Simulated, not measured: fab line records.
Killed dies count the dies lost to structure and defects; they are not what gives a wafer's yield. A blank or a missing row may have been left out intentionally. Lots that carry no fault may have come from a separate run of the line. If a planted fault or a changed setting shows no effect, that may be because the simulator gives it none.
Comparing a struck lot with a sound one | flow sky130 | 43 out of 708 route steps
Sound: wafers L159.2, L159.3, L159.6. Struck: wafers L162.2, L162.3, L162.5. The cause comes at the end.
Per side, at each step with rows, come the tool, then ch with its chambers, and then its first start. Under that, the readings that differ: sound wafers | struck wafers | difference of the means | sigmas: that difference in standard deviations of wafers without a fault.
alike: a reading whose means differ by less than 2 such deviations, as well as words and numbers matching on both sides. not compared: withheld readings; readings where some wafer has no value; bounds like >300 that might hide an equal value; numbers whose values overlap and for which the record gives no deviation.
The two part at a step that has a row with sigmas, a row that says differs or no value, or rows on one side only. Numbers that don't overlap but have no deviation are shown without sigmas and don't part them. A reading missing from all wafers of one side parts the sides only when that side holds two or more wafers.

first, 7 steps without rows for these wafers: SKY_CONTACT_HMDS_07 (prime time 60 s); SKY_CONTACT_COAT_08 (resist thk 60 nm); SKY_CONTACT_COAT_09 (resist thk 450 nm); SKY_CONTACT_SOFTBAKE_10 (time 90 s); SKY_CONTACT_EXPOSE_11 (exposes mask CTM1, target cd 170 nm); SKY_CONTACT_PEB_12; SKY_CONTACT_DEVELOP_13 (develop time 60 s).
SKY_CONTACT_CD_MEAS_14: the cd target is 170 nm.
  sound on cd-sem-02, day 35 02:24; struck on cd-sem-01, day 36 01:23
  alike: cd-nm
SKY_CONTACT_OVL_MEAS_15:
  sound on overlay-02, day 35 02:31; struck on overlay-02, day 36 01:30
  alike: CONTACT_OVL
SKY_CONTACT_ETCH_16: etches BARC in N2/H2, stops on SiO2, time 45.9 s, target depth 60 nm.
  sound on rie-diel-03 ch 0,2,3, day 35 02:32; struck on rie-diel-02 ch 2,3, day 36 01:32
  alike: bias-w, drypump-motor-current-A, oes-product-au, throttle-valve-pct
  not compared: rf-hours-counter-h
then, 2 steps without rows for these wafers: SKY_CONTACT_ETCH_17 (etches SiO2 in C4F8/O2/Ar, stops on Si3N4, target depth 340 nm); SKY_CONTACT_ETCH_18 (etches Si3N4 in CHF3/O2, stops on TiN, time 39 s, target depth 75 nm).
SKY_CONTACT_STRIP_19: strips in O2/N2.
  sound on plasma-asher-04 ch 0,1, day 35 02:40; struck on plasma-asher-04 ch 1, day 36 01:40
  alike: drypump-motor-current-A, oes-product-au, strip-time-to-endpoint-s
  not compared: rf-hours-counter-h
then, 3 steps without rows for these wafers: SKY_CONTACT_STRIP_20 (strips in post etch residue remover, time 1200 s); SKY_CONTACT_CLEAN_21 (cleans in IPA, time 180 s); SKY_CONTACT_CLEAN_22 (cleans in O3/DIW).
SKY_CONTACT_SPUTTER_23: material TiN, target thk 20 nm, time 80 s.
  sound on pvd-sputter-02, day 35 03:16; struck on pvd-sputter-03, day 36 02:17
  reading                | sound          | struck         | difference | sigmas
  throttle-valve-pct (%) | 29.0 28.1 27.8 | 32.3 30.8 31.0 | +3.1       | +3
then, 1 step without rows for these wafers: SKY_CONTACT_CVD_24 (deposits W, target thk 340 nm, time 102.12 s).
SKY_CONTACT_RS_MEAS_25: the measuring method here is four-point-probe.
  sound on film-metro-04, day 35 03:27; struck on film-metro-02, day 36 02:29
  alike: CONTACT_W_RS
SKY_CONTACT_THK_MEAS_26: measures by xrf.
  sound on film-metro-04, day 35 03:34; struck on film-metro-02, day 36 02:35
  alike: CONTACT_W_THK
then, 1 step without rows for these wafers: SKY_CONTACT_CMP_27 (polishes, stops on SiO2, t overpolish 15 s, target thk 0 nm).
SKY_METAL1_SPUTTER_00: material Ti, target thk 15 nm, time 10 s.
  sound on pvd-sputter-01, day 35 04:01; struck on pvd-sputter-01, day 36 02:56
  alike: throttle-valve-pct
SKY_METAL1_SPUTTER_01: material TiN, target thk 20 nm, time 16.7 s.
  sound on pvd-sputter-01, day 35 04:02; struck on pvd-sputter-01, day 36 02:58
  alike: throttle-valve-pct
SKY_METAL1_SPUTTER_02: material AlCu, target thk 250 nm, time 13.3 s.
  sound on pvd-sputter-01, day 35 04:04; struck on pvd-sputter-01, day 36 02:59
  alike: throttle-valve-pct
then, 2 steps without rows for these wafers: SKY_METAL1_SPUTTER_03 (material Ti, target thk 5 nm, time 3.3 s); SKY_METAL1_SPUTTER_04 (material TiN, target thk 70 nm, time 58.3 s).
SKY_METAL1_RS_MEAS_05: the measuring method here is four-point-probe.
  sound on film-metro-04, day 35 04:10; struck on film-metro-04, day 36 03:06
  alike: METAL1_ALCU_RS
SKY_METAL1_THK_MEAS_06: measures by xrf.
  sound on film-metro-04, day 35 04:17; struck on film-metro-04, day 36 03:13
  alike: METAL1_ALCU_THK
then, 8 steps without rows for these wafers: SKY_METAL1_DEHYDRATE_07 (time 60 s); SKY_METAL1_HMDS_08 (prime time 60 s); SKY_METAL1_COAT_09 (resist thk 60 nm); SKY_METAL1_COAT_10 (resist thk 450 nm); SKY_METAL1_SOFTBAKE_11 (time 90 s); SKY_METAL1_EXPOSE_12 (exposes mask MM1, target cd 140 nm); SKY_METAL1_PEB_13; SKY_METAL1_DEVELOP_14 (develop time 60 s).
SKY_METAL1_CD_MEAS_15: the cd target is 140 nm.
  sound on cd-sem-02, day 36 06:42; struck on cd-sem-01, day 37 04:48
  alike: cd-nm
SKY_METAL1_OVL_MEAS_16:
  sound on overlay-02, day 36 06:49; struck on overlay-02, day 37 04:55
  alike: METAL1_OVL
then, 4 steps without rows for these wafers: SKY_METAL1_DESCUM_17 (chemistry O2, time 8 s); SKY_METAL1_ETCH_18 (etches BARC in N2/H2, stops on SiO2, time 45.9 s, target depth 60 nm); SKY_METAL1_METAL_ETCH_19 (etches the open film in Cl2/BCl3, stops on SiO2, target depth 360 nm, time 78 s); SKY_METAL1_STRIP_20 (strips in O2/N2).
-- the record jumps here: 12 days lie between the struck wafers' starts before and after (it left off in module METAL1 and takes up again in module PAD_OPEN, whose first step shown is number 708 of the route) --
SKY_PAD_OPEN_PROBE_99:
  sound on prober-01, day 48 10:32; struck on prober-02, day 49 01:32
  reading            | sound    | struck                                                                     | difference                   | sigmas
  hold               | - - -    | await-dispo/2.4h/release await-dispo/2.4h/release await-dispo/2.4h/release | no value on the sound wafers |
  killed-at-contacts | 16 18 13 | 73 71 75                                                                   | +57                          | +12
  killed-at-other    | 0 0 0    | 2 1 0                                                                      | +1                           | +2
  killed-dies        | 74 85 66 | 138 122 136                                                                | +57                          | +6
  alike: killed_at_M0_to_M3, killed_at_M4_up, killed-at-front-end, killed-open, killed-short

WHERE THEY PART
Earliest at SKY_CONTACT_SPUTTER_23; latest, in this record, at SKY_PAD_OPEN_PROBE_99.

WHY: what the simulator had put in
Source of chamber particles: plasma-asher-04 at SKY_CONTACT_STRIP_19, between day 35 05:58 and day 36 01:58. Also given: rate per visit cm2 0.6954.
